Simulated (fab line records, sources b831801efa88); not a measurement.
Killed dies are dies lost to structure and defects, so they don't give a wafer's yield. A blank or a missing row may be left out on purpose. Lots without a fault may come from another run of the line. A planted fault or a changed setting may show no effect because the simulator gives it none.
Chamber matching | flow sky130 | SKY_POLY_GATE_CLEAN_19 on wet_bench-02: 3 sister chambers
The step cleans in SC1/SC2, time 150 s. 6 wafers are shown with their chamber, then 5 later ones without.

WAFERS WITH THEIR CHAMBER
wafer  | chamber | bath_heat_duty_pct (%) | temp_c (C)
L491.6 | 0       | 15.6                   | 70.06
L493.4 | 1       | 11.5                   | 70.01
L493.6 | 1       | 11.1                   | 69.95
L502.4 | 2       | 14.4                   | 69.89
L502.6 | 2       | 16.4                   | 69.81
L504.1 | 0       | 15.7                   | 70.07

WAFERS WITHOUT THEIR CHAMBER
wafer  | bath_heat_duty_pct (%) | temp_c (C)
L504.3 | 13.9                   | 70.08
L504.6 | 15.6                   | 69.83
L505.1 | 11.1                   | 69.81
L505.3 | 11.4                   | 70.04
L505.5 | 10.1                   | 69.96

WHICH CHAMBER EACH WENT THROUGH
wafer  | from the rows above     | in truth
L504.3 | can't be placed: 0 or 1 | 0
L504.6 | 2                       | 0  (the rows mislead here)
L505.1 | can't be placed: 1 or 2 | 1
L505.3 | 1                       | 1
L505.5 | 1                       | 1
Placed correctly: 2 of 5. Can't be placed from these rows: 2 (the true chamber is among the candidates in 2). Placed wrongly: 1.
How it was worked out, from the rows above alone: a wafer's distance from a chamber is the root of the sum, over the readings, of the square of ((its reading less the chamber's mean) divided by the reading's scatter). The wafer belongs to the nearest chamber; if the next one is less than 2 further off, it can't be placed. A chamber's mean is the mean of its shown wafers. The scatter: the root of (the sum of the squares of (reading less its chamber's mean) over the shown wafers, divided by (wafers less chambers)).
